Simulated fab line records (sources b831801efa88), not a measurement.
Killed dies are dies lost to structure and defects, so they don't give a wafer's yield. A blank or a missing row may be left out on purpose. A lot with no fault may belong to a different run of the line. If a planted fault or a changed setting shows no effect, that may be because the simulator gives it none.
What tool caused it? / flow sky130 / 7 lots, 20 wafers sampled, at 2 steps of a route of 708

== WHAT THE GAUGES SHOWED, per wafer ==
SKY_VT_ADJUST_HVTR_TW_MEAS_11.
lot=L668; measured=day 10 01:16; on=film metro-03; VT_ADJUST_HVTR_TW=212.1 212.4 212.2
lot=L671; measured=day 10 10:51; on=film metro-02; VT_ADJUST_HVTR_TW=210.3 209.4 210.3
lot=L673; measured=day 10 18:54; on=film metro-03; VT_ADJUST_HVTR_TW=212.0 212.3 213.6
lot=L676; measured=day 11 19:30; on=film metro-02; VT_ADJUST_HVTR_TW=208.2 209.0 208.9
lot=L681; measured=day 13 09:09; on=film metro-02; VT_ADJUST_HVTR_TW=199.4 209.4
lot=L688; measured=day 15 15:57; on=film metro-03; VT_ADJUST_HVTR_TW=211.1 210.5 212.1
lot=L690; measured=day 16 08:10; on=film metro-02; VT_ADJUST_HVTR_TW=210.0 209.7 210.2

== WHICH TOOL RAN EACH LOT (tool, then ch and the chambers of the sampled wafers, then the start) ==
lot=L668; SKY_VT_ADJUST_HVTR_IMPLANT_09=implanter-04 ch 0, day 10 01:03
lot=L671; SKY_VT_ADJUST_HVTR_IMPLANT_09=implanter-02 ch 0, day 10 10:36
lot=L673; SKY_VT_ADJUST_HVTR_IMPLANT_09=implanter-02 ch 0, day 10 18:39
lot=L676; SKY_VT_ADJUST_HVTR_IMPLANT_09=implanter-03 ch 0, day 11 19:15
lot=L681; SKY_VT_ADJUST_HVTR_IMPLANT_09=implanter-03 ch 0, day 13 08:55
lot=L688; SKY_VT_ADJUST_HVTR_IMPLANT_09=implanter-04 ch 0, day 15 15:43
lot=L690; SKY_VT_ADJUST_HVTR_IMPLANT_09=implanter-02 ch 0, day 16 07:53
- SKY_VT_ADJUST_HVTR_IMPLANT_09

== THE ANSWER, worked out from the rows above alone ==
Rule: what is usual is taken from the lots themselves. The widest of any qualifying gaps counts: lots, ordered by their means at a reading, are off when they make up no more than a third of the lots, leave a main group of 4 or more, and stand apart from it by 3 or more times the standard deviation of that group's means. A main group is skipped when, at the precision printed for the reading in the tables above, its means are all equal. Also off: a lot with no number at a reading for which 4 or more lots have one. Where the step has rows for the other lots, those lots are counted as sound.
Off: L681, seen at SKY_VT_ADJUST_HVTR_TW_MEAS_11 (VT_ADJUST_HVTR_TW). Main group: mean 210.8, sd 1.4.
If a tool, at a process step before that reading, ran all the lots that are off and no sound lot after the first of them, it fits. The gauges at SKY_VT_ADJUST_HVTR_TW_MEAS_11 are tried like those tools. One fits: SKY_VT_ADJUST_HVTR_IMPLANT_09 on implanter-03. Its last sound lot is L676 (day 11 19:15), its first lot that is off L681 (day 13 08:55): a fault that began between those two fits.

== WHAT THE SIMULATOR HAD PUT IN ==
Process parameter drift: implanter-03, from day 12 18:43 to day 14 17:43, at SKY_VT_ADJUST_HVTR_IMPLANT_09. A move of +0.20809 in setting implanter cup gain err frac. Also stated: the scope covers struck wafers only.
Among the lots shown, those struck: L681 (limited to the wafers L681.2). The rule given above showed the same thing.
